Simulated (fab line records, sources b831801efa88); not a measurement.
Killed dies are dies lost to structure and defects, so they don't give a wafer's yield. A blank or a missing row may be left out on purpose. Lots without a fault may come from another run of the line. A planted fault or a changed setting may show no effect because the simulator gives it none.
fab line records | flow sky130
record lots=9 wafers=27 last_day=50
route steps=708 shown METAL1@452 VIA1@474 METAL2@485 PAD_OPEN@708
lots that met no fault: from a run of the same line without faults
start_h: hours from the record's first day to the start of the lot's first wafer shown | wait_h: hours since the lot's step before | " the same as in the row above | L1.1+2: a row that stands for several wafers | - no value, or no start given | * or withheld: withheld | < > ~ a bound
route shown NAME@n: a module of which the file shows steps, and the number in the route of the first | usual: mean/standard deviation of fault-free wafers | same: alike in all rows | chamber/n: place in a boat | sites: the reading at each site | _std_site: their standard deviation | _edge_site: outer sites' mean less inner sites' | radius_mm: how far each site lies from the wafer's centre | mask NAME#n: copy n | behind: the tool/chamber that last shaped the wafer | hold: why the lot was held/for how many hours/how that ended | device: the transistor (n, p or np) that didn't switch | end of line: the same wafers' tests at the end of the route | a step without rows: its recipe alone | killed: dies lost to structure and defects at the first sort, not the wafer's yield | map: a wafer's dies, x killed, . not, _ none there
set.NAME: the setting as run; set.NAME@STEP: as run at that earlier step | model.NAME: the simulator's own value behind a step, which no gauge read
steps of the route over a sample of lots; a table a step, a row a wafer
services: from which hour (start_h, from the record's first day; less than 0 if before it) a tool's chamber was out of use, for how many hours, and why
## steps
# step SKY_METAL1_ETCH_18
# recipe chemistry=N2/H2 target=BARC ion_energy_ev=200 bias_w=100 pressure_mtorr=30 n2_flow_sccm=100 h2_flow_sccm=200 icp_w=500 stop_on=SiO2 time_s=45.9 target_depth_a=600
# usual drypump_motor_current_A=6.0/0.76 oes_product_au=0.854/0.0045 throttle_valve_pct=13.224/0.0098
# columns lot.wafer tool chamber start_h wait_h drypump_motor_current_A oes_product_au rf_hours_counter_h throttle_valve_pct
L657.3 rie_metal-02 0 800.17 0.0 6.8 0.857 - 13.226
L657.5 " 0 " " 6.8 0.852 - 13.227
L657.6 " 1 " " 6.3 0.862 - 13.234
L661.1 rie_metal-02 0 832.06 0.1 6.9 0.850 14 13.235
L661.4 " 0 " " 6.8 0.847 - 13.217
L661.5 " 0 " " 6.8 0.854 - 13.236
L665.1 rie_metal-01 0 860.68 0.0 4.8 0.856 12 13.209
L665.4 " 1 " " 5.0 0.857 - 13.262
L665.5 " 1 " " 5.0 0.852 - 13.221
L669.1 rie_metal-02 0 884.98 0.1 6.9 0.847 1 13.218
L669.5 " 0 " " 6.9 0.857 - 13.199
L669.6 " 0 " " 6.8 0.850 - 13.232
L670.2 rie_metal-02 1 896.84 0.0 6.4 0.847 0 13.224
L670.3 " 1 " " 6.4 0.861 - 13.229
L670.6 " 0 " " 6.8 0.849 - 13.222
L671.1 rie_metal-01 0 900.50 0.0 4.8 0.846 14 13.224
L671.5 " 0 " " 4.7 0.856 - 13.223
L671.6 " 1 " " 5.1 0.856 - 13.231
L673.2 rie_metal-02 1 914.85 0.0 6.3 0.852 1 13.233
L673.4 " 1 " " 6.3 0.850 - 13.220
L673.6 " 1 " " 6.3 0.859 - 13.234
L674.2 rie_metal-03 1 920.69 0.0 5.8 0.857 17 13.226
L674.4 " 0 " " 6.1 0.848 - 13.229
L674.5 " 1 " " 5.8 0.861 - 13.205
L676.1 rie_metal-03 0 926.28 0.0 6.1 0.846 13 13.242
L676.4 " 1 " " 5.8 0.857 - 13.213
L676.5 " 1 " " 5.8 0.850 - 13.231
# step SKY_METAL1_STRIP_20
# recipe chemistry=O2/N2 power_w=1400 pressure_mtorr=1500 platen_temp_c=withheld o2_flow_sccm=3000 n2_flow_sccm=300 overash_fraction=0.5
# usual drypump_motor_current_A=5.93/0.26 oes_product_au=0.343/0.0046 strip_time_to_endpoint_s=2.71/0.04
# columns lot.wafer tool chamber start_h wait_h drypump_motor_current_A oes_product_au rf_hours_counter_h strip_time_to_endpoint_s
L657.3 plasma_asher-04 0 800.38 0.1 5.77 0.348 - 2.66
L657.5 " 1 " " 6.08 0.344 - 2.66
L657.6 " 0 " " 5.76 0.346 - 2.72
L661.1 plasma_asher-04 1 832.36 0.1 6.04 0.336 101 2.66
L661.4 " 1 " " 6.07 0.341 - 2.66
L661.5 " 1 " " 6.07 0.343 - 2.68
L665.1 plasma_asher-03 0 860.83 0.1 6.08 0.344 11 2.74
L665.4 " 0 " " 6.04 0.340 - 2.66
L665.5 " 0 " " 6.08 0.333 - 2.66
L669.1 plasma_asher-03 1 885.28 0.1 5.34 0.346 13 2.71
L669.5 " 0 " " 6.05 0.347 - 2.74
L669.6 " 1 " " 5.33 0.339 - 2.72
L670.2 plasma_asher-01 0 896.99 0.1 5.90 0.338 48 2.66
L670.3 " 0 " " 5.90 0.341 - 2.66
L670.6 " 0 " " 5.93 0.336 - 2.69
L671.1 plasma_asher-01 0 900.65 0.1 5.92 0.343 48 2.70
L671.5 " 1 " " 6.22 0.333 - 2.71
L671.6 " 0 " " 5.92 0.344 - 2.66
L673.2 plasma_asher-04 0 915.00 0.1 5.77 0.345 109 2.66
L673.4 " 1 " " 6.05 0.346 - 2.64
L673.6 " 0 " " 5.76 0.339 - 2.62
L674.2 plasma_asher-04 0 920.84 0.1 5.76 0.343 110 2.71
L674.4 " 1 " " 6.08 0.347 - 2.70
L674.5 " 0 " " 5.77 0.345 - 2.73
L676.1 plasma_asher-03 1 926.43 0.1 5.33 0.343 17 2.75
L676.4 " 0 " " 6.05 0.348 - 2.77
L676.5 " 0 " " 6.09 0.349 - 2.75
# step SKY_VIA1_STRIP_16
# recipe chemistry=O2/N2 power_w=1400 pressure_mtorr=1500 platen_temp_c=withheld o2_flow_sccm=3000 n2_flow_sccm=300 overash_fraction=0.5
# usual drypump_motor_current_A=5.96/0.18 oes_product_au=0.415/0.0047 strip_time_to_endpoint_s=4.453/0.023
# columns lot.wafer tool chamber start_h wait_h drypump_motor_current_A oes_product_au rf_hours_counter_h strip_time_to_endpoint_s
L657.3 plasma_asher-04 1 828.08 0.1 6.09 0.412 - 4.477
L657.5 " 1 " " 6.09 0.416 - 4.473
L657.6 " 0 " " 5.76 0.420 - 4.458
L661.1 plasma_asher-02 0 858.98 0.0 5.84 0.416 73 4.409
L661.4 " 0 " " 5.84 0.418 - 4.392
L661.5 " 1 " " 5.75 0.418 - 4.443
L665.1 plasma_asher-01 1 887.44 0.0 6.21 0.418 47 4.452
L665.4 " 0 " " 5.91 0.415 - 4.448
L665.5 " 0 " " 5.94 0.420 - 4.440
L669.1 plasma_asher-01 1 912.08 0.0 6.22 0.419 49 4.442
L669.5 " 0 " " 5.91 0.416 - 4.463
L669.6 " 1 " " 6.21 0.417 - 4.507
L670.2 plasma_asher-01 0 923.03 0.0 5.94 0.419 50 4.453
L670.3 " 0 " " 5.92 0.412 - 4.402
L670.6 " 1 " " 6.23 0.418 - 4.424
L671.1 plasma_asher-01 1 926.54 0.0 6.21 0.420 51 4.472
L671.5 " 0 " " 5.89 0.421 - 4.464
L671.6 " 1 " " 6.21 0.415 - 4.485
L673.2 plasma_asher-04 0 940.38 0.0 5.74 0.408 111 4.442
L673.4 " 1 " " 6.03 0.419 - 4.462
L673.6 " 0 " " 5.77 0.410 - 4.421
L674.2 plasma_asher-02 1 946.33 0.0 5.70 0.411 82 4.427
L674.4 " 1 " " 5.73 0.416 - 4.457
L674.5 " 1 " " 5.75 0.419 - 4.456
L676.1 plasma_asher-01 1 952.39 0.0 6.22 0.416 53 4.443
L676.4 " 1 " " 6.22 0.411 - 4.425
L676.5 " 0 " " 5.90 0.421 - 4.402
# step SKY_METAL2_SPUTTER_02
# recipe material=AlCu target_thk_nm=250 power_w=10600 time_s=13.3 chamber_pressure_pa=0.4
# usual chamber_pressure_pa=0.4001/0.00077 throttle_valve_pct=29.9/0.94
# columns lot.wafer tool chamber start_h wait_h chamber_pressure_pa throttle_valve_pct
L657.3 pvd_sputter-01 - 829.38 0.0 0.4001 29.3
L657.5 " - " " 0.3994 29.3
L657.6 " - " " 0.4002 31.0
L661.1 pvd_sputter-03 - 860.30 0.0 0.4012 29.1
L661.4 " - " " 0.4007 29.3
L661.5 " - " " 0.4006 31.0
L665.1 pvd_sputter-03 - 888.72 0.0 0.4012 29.5
L665.4 " - " " 0.3992 29.4
L665.5 " - " " 0.3998 29.2
L669.1 pvd_sputter-02 - 913.36 0.0 0.4011 27.8
L669.5 " - " " 0.4001 31.6
L669.6 " - " " 0.4019 27.9
L670.2 pvd_sputter-03 - 924.31 0.0 0.4002 31.3
L670.3 " - " " 0.4001 29.8
L670.6 " - " " 0.4003 31.0
L671.1 pvd_sputter-01 - 927.82 0.0 0.3988 30.5
L671.5 " - " " 0.3991 28.6
L671.6 " - " " 0.3993 31.1
L673.2 pvd_sputter-02 - 941.67 0.0 0.3999 31.3
L673.4 " - " " 0.4007 29.9
L673.6 " - " " 0.3998 31.6
L674.2 pvd_sputter-01 - 947.98 0.0 0.4004 31.0
L674.4 " - " " 0.3998 31.0
L674.5 " - " " 0.3992 30.6
L676.1 pvd_sputter-01 - 953.68 0.0 0.3998 30.7
L676.4 " - " " 0.4004 31.1
L676.5 " - " " 0.4001 28.5
# step SKY_METAL2_RS_MEAS_05
# recipe thk_meas_gauge=four-point-probe reads=TiN_of_METAL2_SPUTTER_04+Ti_of_METAL2_SPUTTER_03+AlCu_of_METAL2_SPUTTER_02+TiN_of_METAL2_SPUTTER_01+Ti_of_METAL2_SPUTTER_00
# usual METAL2_ALCU_RS=0.1258/0.0014
# columns lot.wafer tool chamber start_h wait_h METAL2_ALCU_RS[ohm/sq]
L657.3 film_metro-03 - 829.51 0.1 0.1048
L657.5 " - " " 0.1048
L657.6 " - " " 0.1264
L661.1 film_metro-02 - 860.39 0.0 0.1268
L661.4 " - " " 0.1257
L661.5 " - " " 0.1230
L665.1 film_metro-02 - 888.82 0.0 0.1267
L665.4 " - " " 0.1260
L665.5 " - " " 0.1267
L669.1 film_metro-02 - 913.45 0.0 0.1262
L669.5 " - " " 0.1270
L669.6 " - " " 0.1257
L670.2 film_metro-02 - 924.42 0.0 0.1224
L670.3 " - " " 0.1238
L670.6 " - " " 0.1221
L671.1 film_metro-03 - 927.91 0.0 0.1257
L671.5 " - " " 0.1248
L671.6 " - " " 0.1250
L673.2 film_metro-01 - 941.78 0.0 0.1300
L673.4 " - " " 0.1266
L673.6 " - " " 0.1287
L674.2 film_metro-01 - 948.09 0.0 0.1260
L674.4 " - " " 0.1246
L674.5 " - " " 0.1251
L676.1 film_metro-03 - 953.77 0.0 0.1263
L676.4 " - " " 0.1264
L676.5 " - " " 0.1253
# step SKY_METAL2_THK_MEAS_06
# recipe thk_meas_gauge=xrf reads=AlCu_of_METAL2_SPUTTER_02
# usual METAL2_ALCU_THK=251.9/2.9
# columns lot.wafer tool chamber start_h wait_h METAL2_ALCU_THK[nm]
L657.3 film_metro-03 - 829.61 0.1 302.8
L657.5 " - " " 297.5
L657.6 " - " " 250.4
L661.1 film_metro-02 - 860.51 0.1 249.5
L661.4 " - " " 251.9
L661.5 " - " " 257.4
L665.1 film_metro-02 - 888.94 0.1 248.0
L665.4 " - " " 252.0
L665.5 " - " " 250.1
L669.1 film_metro-02 - 913.57 0.1 251.9
L669.5 " - " " 249.2
L669.6 " - " " 251.2
L670.2 film_metro-02 - 924.53 0.1 257.2
L670.3 " - " " 255.8
L670.6 " - " " 259.7
L671.1 film_metro-03 - 928.03 0.1 252.1
L671.5 " - " " 256.5
L671.6 " - " " 253.9
L673.2 film_metro-01 - 941.89 0.1 246.3
L673.4 " - " " 251.2
L673.6 " - " " 247.8
L674.2 film_metro-01 - 948.20 0.1 254.8
L674.4 " - " " 257.3
L674.5 " - " " 254.5
L676.1 film_metro-03 - 953.89 0.1 253.8
L676.4 " - " " 251.3
L676.5 " - " " 253.4
# step SKY_METAL2_METAL_ETCH_19
# recipe target_depth_a=3600 stop_on=SiO2 over_etch_frac=0.3 time_s=78 chemistry=Cl2/BCl3 resist_sidewall_deg=88 pressure_mtorr=10 icp_w=900 bias_w=48.5 Cl2_flow_sccm=60 bcl3_flow_sccm=30
# usual drypump_motor_current_A=5.6/0.6 oes_product_au=0.857/0.0056 throttle_valve_pct=22.264/0.0086
# columns lot.wafer tool chamber start_h wait_h drypump_motor_current_A oes_product_au rf_hours_counter_h throttle_valve_pct
L657.3 rie_metal-04 1 855.63 0.1 5.1 0.875 - 22.273
L657.5 " 0 " " 6.3 0.877 - 22.265
L657.6 " 1 " " 5.0 0.857 - 22.263
L661.1 rie_metal-03 1 885.99 0.0 5.8 0.853 16 22.268
L661.4 " 1 " " 5.8 0.852 - 22.260
L661.5 " 1 " " 5.8 0.844 - 22.273
L665.1 rie_metal-04 0 913.63 0.1 6.3 0.864 13 22.267
L665.4 " 0 " " 6.3 0.856 - 22.259
L665.5 " 0 " " 6.3 0.854 - 22.263
L669.1 rie_metal-04 1 938.01 0.0 5.0 0.859 1 22.253
L669.5 " 1 " " 5.1 0.852 - 22.260
L669.6 " 0 " " 6.3 0.858 - 22.247
L670.2 rie_metal-04 0 948.49 0.0 6.3 0.844 15 22.263
L670.3 " 1 " " 5.1 0.870 - 22.275
L670.6 " 1 " " 5.1 0.846 - 22.248
L671.1 rie_metal-03 1 952.74 0.0 5.8 0.852 0 22.261
L671.5 " 0 " " 6.1 0.860 - 22.284
L671.6 " 1 " " 5.8 0.858 - 22.258
L673.2 rie_metal-01 1 965.86 0.0 5.0 0.848 1 22.269
L673.4 " 0 " " 4.7 0.859 - 22.269
L673.6 " 0 " " 4.8 0.844 - 22.243
L674.2 rie_metal-01 0 971.96 0.0 4.7 0.859 19 22.277
L674.4 " 0 " " 4.7 0.862 - 22.257
L674.5 " 1 " " 5.0 0.858 - 22.255
L676.1 rie_metal-03 0 977.30 0.0 6.1 0.857 16 22.256
L676.4 " 1 " " 5.8 0.853 - 22.260
L676.5 " 1 " " 5.8 0.860 - 22.258
# step SKY_PAD_OPEN_PROBE_99
# usual defect_limited_yield=82.3/2 killed_at_M0_to_M3=43/7.3 killed_at_M4_up=3.1/1.7 killed_at_contacts=25/5.3 killed_at_front_end=15/4.3 killed_at_other=0.2/0.54 killed_dies=87/10 killed_open=48/7.6 killed_short=38/6.1 sort_bin_3_pad_short=0.9/0.42 sort_bin_5_function=10.5/1.5 sort_bin_6_memory=6.3/1.2 sort_n_pass=405/10 sort_yield_pct=82.3/2
# same gross_dies=492 killed_at_back_side=0 sort_bin_4_leakage[%]=0 sort_bin_8_speed[%]=0
# columns lot.wafer tool chamber start_h wait_h defect_limited_yield[%] killed_at_M0_to_M3 killed_at_M4_up killed_at_contacts killed_at_front_end killed_at_other killed_dies killed_open killed_short sort_bin_3_pad_short[%] sort_bin_5_function[%] sort_bin_6_memory[%] sort_n_pass sort_yield_pct[%]
L657.3 prober-02 - 1106.46 0.2 80.5 49 3 25 19 0 96 49 46 1.2 11.2 7.1 396 80.5
L657.5 prober-02 - 1106.56 0.2 77.2 57 4 31 20 0 112 60 52 1.4 13.0 8.3 380 77.2
L657.6 prober-02 - 1106.61 0.2 83.7 40 7 16 17 0 80 43 36 0.8 9.1 6.3 412 83.7
L661.1 prober-01 - 1127.10 0.1 81.1 39 2 35 17 0 93 46 47 0.2 10.6 8.1 399 81.1
L661.4 prober-01 - 1127.25 0.2 84.6 43 2 22 9 0 76 42 34 0.6 8.1 6.7 416 84.6
L661.5 prober-01 - 1127.30 0.2 84.1 44 3 21 9 1 78 45 33 0.2 9.3 6.3 414 84.1
L665.1 prober-02 - 1150.07 0.1 81.7 38 3 23 26 0 90 58 32 0.8 9.6 7.9 402 81.7
L665.4 prober-02 - 1150.22 0.2 81.7 52 2 26 10 0 90 57 33 1.2 10.4 6.7 402 81.7
L665.5 prober-02 - 1150.27 0.2 81.7 41 4 26 18 1 90 47 40 1.0 11.2 6.1 402 81.7
L669.1 prober-01 - 1169.31 0.1 80.7 51 4 22 16 2 95 59 36 1.4 12.0 5.9 397 80.7
L669.5 prober-01 - 1169.51 0.2 83.5 41 1 19 20 0 81 38 43 0.6 9.8 6.1 411 83.5
L669.6 prober-01 - 1169.56 0.2 84.8 30 3 20 22 0 75 36 39 0.8 9.6 4.9 417 84.8
L670.2 prober-01 - 1176.18 0.1 82.9 41 2 22 19 0 84 47 37 1.2 10.0 5.9 408 82.9
L670.3 prober-01 - 1176.23 0.2 79.9 53 4 26 16 0 99 48 50 0.8 12.4 6.9 393 79.9
L670.6 prober-01 - 1176.38 0.2 86.8 31 4 18 12 0 65 29 35 0.4 7.5 5.3 427 86.8
L671.1 prober-02 - 1177.63 0.1 77.0 60 2 36 15 0 113 69 43 0.8 13.0 9.1 379 77.0
L671.5 prober-02 - 1177.83 0.2 85.8 36 2 18 14 0 70 36 32 1.2 8.1 4.9 422 85.8
L671.6 prober-02 - 1177.88 0.2 81.7 35 7 28 20 0 90 63 27 0.6 12.2 5.5 402 81.7
L673.2 prober-02 - 1187.18 0.1 81.9 49 2 22 15 1 89 52 37 0.6 10.2 7.3 403 81.9
L673.4 prober-02 - 1187.28 0.2 80.7 50 2 28 15 0 95 52 42 0.6 11.4 7.3 397 80.7
L673.6 prober-02 - 1187.38 0.2 86.8 38 2 16 9 0 65 35 30 0.2 7.7 5.3 427 86.8
L674.2 prober-01 - 1192.96 0.1 78.5 45 3 34 24 0 106 65 38 0.4 12.2 8.9 386 78.5
L674.4 prober-01 - 1193.06 0.2 81.1 43 3 30 16 1 93 53 40 0.6 10.2 8.1 399 81.1
L674.5 prober-01 - 1193.11 0.2 80.7 50 7 27 11 0 95 48 45 0.4 11.0 7.9 397 80.7
L676.1 prober-02 - 1195.46 0.1 81.9 38 1 28 22 0 89 49 38 1.0 10.4 6.7 403 81.9
L676.4 prober-02 - 1195.61 0.2 80.5 44 2 24 26 0 96 50 43 0.4 12.6 6.5 396 80.5
L676.5 prober-02 - 1195.66 0.2 78.7 51 1 37 15 1 105 62 43 0.8 12.8 7.7 387 78.7
# killed by level:class
L657.3 VIA1:geometric_particle:open=10 VIA1:geometric_particle:short=8 CONTACT:geometric_particle:short=7 FIELD_ISO:geometric_particle:open=6 LI_CONTACT:geometric_particle:open=6 METAL1:geometric_particle:short=6 FIELD_ISO:geometric_particle:short=5 CONTACT:geometric_particle:open=5
L657.5 CONTACT:geometric_particle:open=12 VIA1:geometric_particle:open=11 VIA2:geometric_particle:open=11 METAL1:geometric_particle:short=10 VIA3:geometric_particle:open=8 FIELD_ISO:geometric_particle:short=7 CONTACT:geometric_particle:short=7 METAL2:geometric_particle:short=7
L657.6 VIA1:geometric_particle:open=15 VIA2:geometric_particle:open=6 METAL2:geometric_particle:short=6 POLY_GATE:geometric_particle:open=5 CONTACT:geometric_particle:open=5 METAL4:geometric_particle:short=5 FIELD_ISO:geometric_particle:short=4 VIA1:geometric_particle:short=4
L661.1 CONTACT:geometric_particle:open=11 CONTACT:geometric_particle:short=10 VIA1:geometric_particle:open=9 LOCAL_INTERCONNECT:geometric_particle:short=8 VIA3:geometric_particle:open=6 FIELD_ISO:geometric_particle:short=5 FIELD_ISO:geometric_particle:open=5 VIA1:geometric_particle:short=4
L661.4 VIA1:geometric_particle:open=10 CONTACT:geometric_particle:open=8 VIA3:geometric_particle:open=8 VIA1:geometric_particle:short=6 METAL2:geometric_particle:short=6 LI_CONTACT:geometric_particle:open=4 METAL1:geometric_particle:short=4 LOCAL_INTERCONNECT:geometric_particle:short=4
L661.5 VIA1:geometric_particle:open=13 CONTACT:geometric_particle:open=8 VIA2:geometric_particle:open=6 VIA3:geometric_particle:open=5 CONTACT:geometric_particle:short=5 VIA3:geometric_particle:short=5 LI_CONTACT:geometric_particle:open=4 METAL2:geometric_particle:short=3
L665.1 VIA1:geometric_particle:open=13 LI_CONTACT:geometric_particle:open=10 POLY_GATE:geometric_particle:open=7 FIELD_ISO:geometric_particle:open=6 VIA1:geometric_particle:short=5 CONTACT:geometric_particle:open=5 VIA3:geometric_particle:open=5 FIELD_ISO:geometric_particle:short=4
L665.4 CONTACT:geometric_particle:open=13 VIA1:geometric_particle:open=13 METAL1:geometric_particle:short=8 VIA3:geometric_particle:open=8 VIA2:geometric_particle:open=6 LI_CONTACT:geometric_particle:open=5 POLY_GATE:geometric_particle:open=4 METAL2:geometric_particle:short=4
L665.5 CONTACT:geometric_particle:open=12 METAL1:geometric_particle:short=10 VIA1:geometric_particle:open=10 VIA2:geometric_particle:open=9 CONTACT:geometric_particle:short=6 POLY_GATE:geometric_particle:short=5 FIELD_ISO:geometric_particle:short=3 POLY_GATE:geometric_particle:open=3
L669.1 VIA1:geometric_particle:open=13 VIA3:geometric_particle:open=12 CONTACT:geometric_particle:open=11 METAL1:geometric_particle:short=9 VIA2:geometric_particle:open=6 FIELD_ISO:geometric_particle:open=5 CONTACT:geometric_particle:short=5 LOCAL_INTERCONNECT:geometric_particle:short=4
L669.5 VIA1:geometric_particle:open=7 METAL2:geometric_particle:short=7 FIELD_ISO:geometric_particle:short=6 CONTACT:geometric_particle:short=6 VIA1:geometric_particle:short=6 FIELD_ISO:geometric_particle:open=5 METAL2:geometric_particle:open=5 CONTACT:geometric_particle:open=4
L669.6 VIA1:geometric_particle:open=8 CONTACT:geometric_particle:open=7 POLY_GATE:geometric_particle:short=6 FIELD_ISO:geometric_particle:short=5 LI_CONTACT:geometric_particle:open=5 VIA1:geometric_particle:short=5 LOCAL_INTERCONNECT:geometric_particle:short=4 METAL2:geometric_particle:short=4
L670.2 CONTACT:geometric_particle:open=10 VIA1:geometric_particle:open=10 POLY_GATE:geometric_particle:short=5 POLY_GATE:geometric_particle:open=5 LOCAL_INTERCONNECT:geometric_particle:short=5 METAL1:geometric_particle:short=5 VIA1:geometric_particle:short=5 VIA2:geometric_particle:open=5
L670.3 LI_CONTACT:geometric_particle:open=9 VIA1:geometric_particle:open=8 METAL1:geometric_particle:short=8 VIA3:geometric_particle:open=8 CONTACT:geometric_particle:open=7 METAL2:geometric_particle:short=7 VIA2:geometric_particle:open=6 METAL3:geometric_particle:short=5
L670.6 VIA2:geometric_particle:open=7 VIA1:geometric_particle:open=7 LOCAL_INTERCONNECT:geometric_particle:short=5 METAL2:geometric_particle:short=5 LI_CONTACT:geometric_particle:open=4 CONTACT:geometric_particle:open=4 METAL1:geometric_particle:short=4 METAL4:geometric_particle:short=4
L671.1 VIA1:geometric_particle:open=20 CONTACT:geometric_particle:open=13 VIA2:geometric_particle:open=10 LI_CONTACT:geometric_particle:open=9 CONTACT:geometric_particle:short=7 VIA3:geometric_particle:open=7 POLY_GATE:geometric_particle:open=5 METAL2:geometric_particle:short=5
L671.5 VIA1:geometric_particle:open=8 LI_CONTACT:geometric_particle:open=7 CONTACT:geometric_particle:open=7 POLY_GATE:geometric_particle:short=5 VIA3:geometric_particle:open=5 FIELD_ISO:geometric_particle:open=4 METAL1:geometric_particle:short=4 METAL2:geometric_particle:short=4
L671.6 CONTACT:geometric_particle:open=17 VIA1:geometric_particle:open=14 VIA2:geometric_particle:open=7 LI_CONTACT:geometric_particle:open=6 POLY_GATE:geometric_particle:open=6 FIELD_ISO:geometric_particle:short=5 METAL4:geometric_particle:short=5 METAL3:geometric_particle:short=4
L673.2 METAL2:geometric_particle:short=9 FIELD_ISO:geometric_particle:open=8 CONTACT:geometric_particle:open=8 VIA3:geometric_particle:open=8 VIA2:geometric_particle:open=7 VIA1:geometric_particle:open=7 LI_CONTACT:geometric_particle:open=5 FIELD_ISO:geometric_particle:short=4
L673.4 CONTACT:geometric_particle:open=11 VIA1:geometric_particle:open=9 LI_CONTACT:geometric_particle:open=8 VIA2:geometric_particle:open=7 VIA1:geometric_particle:short=6 METAL2:geometric_particle:short=6 FIELD_ISO:geometric_particle:open=5 FIELD_ISO:geometric_particle:short=5
L673.6 VIA1:geometric_particle:open=8 LI_CONTACT:geometric_particle:open=6 LI_CONTACT:geometric_particle:short=5 METAL1:geometric_particle:short=5 VIA2:geometric_particle:open=5 VIA3:geometric_particle:open=5 METAL2:geometric_particle:short=4 VIA1:geometric_particle:short=3
L674.2 CONTACT:geometric_particle:open=14 VIA1:geometric_particle:open=13 CONTACT:geometric_particle:short=9 LI_CONTACT:geometric_particle:open=7 VIA2:geometric_particle:open=7 SPACER:geometric_particle:open=5 VIA3:geometric_particle:short=5 FIELD_ISO:geometric_particle:short=4
L674.4 CONTACT:geometric_particle:open=11 VIA2:geometric_particle:open=11 LI_CONTACT:geometric_particle:open=9 VIA1:geometric_particle:open=7 FIELD_ISO:geometric_particle:short=5 METAL1:geometric_particle:short=5 METAL3:geometric_particle:short=5 FIELD_ISO:geometric_particle:open=4
L674.5 VIA1:geometric_particle:open=14 CONTACT:geometric_particle:short=10 CONTACT:geometric_particle:open=9 METAL2:geometric_particle:short=8 LI_CONTACT:geometric_particle:open=6 VIA2:geometric_particle:open=6 METAL1:geometric_particle:short=5 METAL3:geometric_particle:short=5
L676.1 CONTACT:geometric_particle:open=12 FIELD_ISO:geometric_particle:open=7 CONTACT:geometric_particle:short=6 VIA1:geometric_particle:open=6 METAL2:geometric_particle:short=6 POLY_GATE:geometric_particle:open=5 LI_CONTACT:geometric_particle:open=5 VIA2:geometric_particle:open=5
L676.4 VIA1:geometric_particle:open=15 CONTACT:geometric_particle:open=9 FIELD_ISO:geometric_particle:short=8 LI_CONTACT:geometric_particle:open=6 METAL1:geometric_particle:short=6 CONTACT:geometric_particle:short=5 VIA1:geometric_particle:short=5 FIELD_ISO:geometric_particle:open=4
L676.5 CONTACT:geometric_particle:open=15 LI_CONTACT:geometric_particle:open=11 VIA3:geometric_particle:open=9 VIA2:geometric_particle:open=8 VIA1:geometric_particle:open=8 METAL2:geometric_particle:short=7 CONTACT:geometric_particle:short=5 METAL1:geometric_particle:short=5
## services
# columns tool chamber start_h hours kind
rie_metal-02 1 825.03 7.7 repair
plasma_asher-03 - 829.64 5.9 repair
plasma_asher-01 - 834.80 2.2 repair
rie_metal-02 0 842.36 - clean
rie_metal-02 0 842.36 19.5 scheduled_down
rie_metal-02 0 842.36 19.5 vent_cycle
plasma_asher-02 - 851.03 0.5 repair
rie_metal-04 0 858.71 23.8 repair
plasma_asher-04 - 860.28 6.9 repair
plasma_asher-02 - 861.75 1.2 repair
pvd_sputter-03 - 869.83 7.2 repair
rie_metal-02 1 871.10 - clean
rie_metal-02 1 871.10 24.2 scheduled_down
rie_metal-02 1 871.10 24.2 vent_cycle
rie_metal-04 1 900.10 - clean
rie_metal-04 1 900.10 20.4 scheduled_down
rie_metal-03 0 903.81 3.6 repair
rie_metal-04 - 916.82 2.8 pm
rie_metal-03 - 927.00 4.3 pm
rie_metal-03 1 932.32 - clean
rie_metal-03 1 932.32 16.8 scheduled_down
rie_metal-03 1 932.32 16.8 vent_cycle
pvd_sputter-03 - 960.10 5.2 repair
pvd_sputter-02 - 975.61 3.6 repair
## key
first_sign step=SKY_METAL2_RS_MEAS_05 reading=METAL2_ALCU_RS direction=down sigmas=15 usual=0.1258 struck=0.1048
effect step=SKY_METAL2_THK_MEAS_06 reading=METAL2_ALCU_THK direction=up sigmas=17 usual=251.9 struck=300.1
effect step=SKY_METAL2_METAL_ETCH_19 reading=oes_product_au direction=up sigmas=3.5 usual=0.857 struck=0.876
met_at SKY_METAL2_SPUTTER_02
struck_lots L657
struck_wafers L657.3,L657.5
not_acting_at SKY_METAL1_ETCH_18,SKY_METAL1_STRIP_20,SKY_VIA1_STRIP_16
fault kind=process_parameter_drift tool=pvd_sputter-01 chamber=- onset_h=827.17 steps=SKY_METAL2_SPUTTER_02 channel=time_s offset=* shape=step end_h=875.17 scope=struck_wafers_only acts_in=* stated=*
